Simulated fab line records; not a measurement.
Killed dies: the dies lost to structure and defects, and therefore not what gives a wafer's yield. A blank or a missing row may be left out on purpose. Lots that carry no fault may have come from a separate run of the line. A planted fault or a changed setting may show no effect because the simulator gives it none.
Matching of chambers ; flow gf180mcu ; GF_V3_CVD_02 on pecvd-03 has 3 sister chambers
The step deposits SiO2 from TEOS, target thk 850 nm, time 94.851 s. 6 wafers are shown with their chamber, then 8 later ones without.

WAFERS WITH THEIR CHAMBER
wafer;chamber;susceptor temp C (C);heater power w (W)
L114.3;2;400.18;822
L114.5;2;400.19;622
L129.3;0;400.05;843
L129.4;1;400.09;704
L129.6;0;400.06;886
L131.2;1;399.72;708

WAFERS WITH NO CHAMBER GIVEN
wafer;susceptor temp C (C);heater power w (W)
L131.4;399.73;736
L131.5;400.07;753
L132.2;399.68;677
L132.5;399.85;709
L132.6;400.58;801
L134.3;400.03;774
L134.4;399.78;727
L134.6;399.77;716

WHICH CHAMBER EACH WENT THROUGH
wafer;from the rows above;in truth
L131.4;can't be placed: 1 or 0 or 2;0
L131.5;can't be placed: 2 or 1 or 0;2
L132.2;can't be placed: 1 or 0 or 2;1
L132.5;can't be placed: 1 or 2 or 0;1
L132.6;can't be placed: 2 or 0 or 1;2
L134.3;can't be placed: 0 or 1 or 2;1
L134.4;can't be placed: 1 or 0 or 2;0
L134.6;can't be placed: 1 or 0 or 2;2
Correct placement for 0 of the 8. Cannot be placed on the basis of these rows: 8; the candidates contain the true chamber in 8. Number placed wrongly: 0.
How it was worked out, from the rows above alone: a wafer's distance from a chamber is the root of the sum, over the readings, of the square of ((its reading less the chamber's mean) divided by the reading's scatter). If the next closest chamber is less than 2 further off than the closest, the wafer can't be placed; otherwise it belongs to the closest. The mean given for a chamber averages the wafers shown for that chamber. The scatter is the square root of a quotient: the sum, over the shown wafers, of each reading's squared deviation from its chamber's mean, divided by wafers minus chambers.
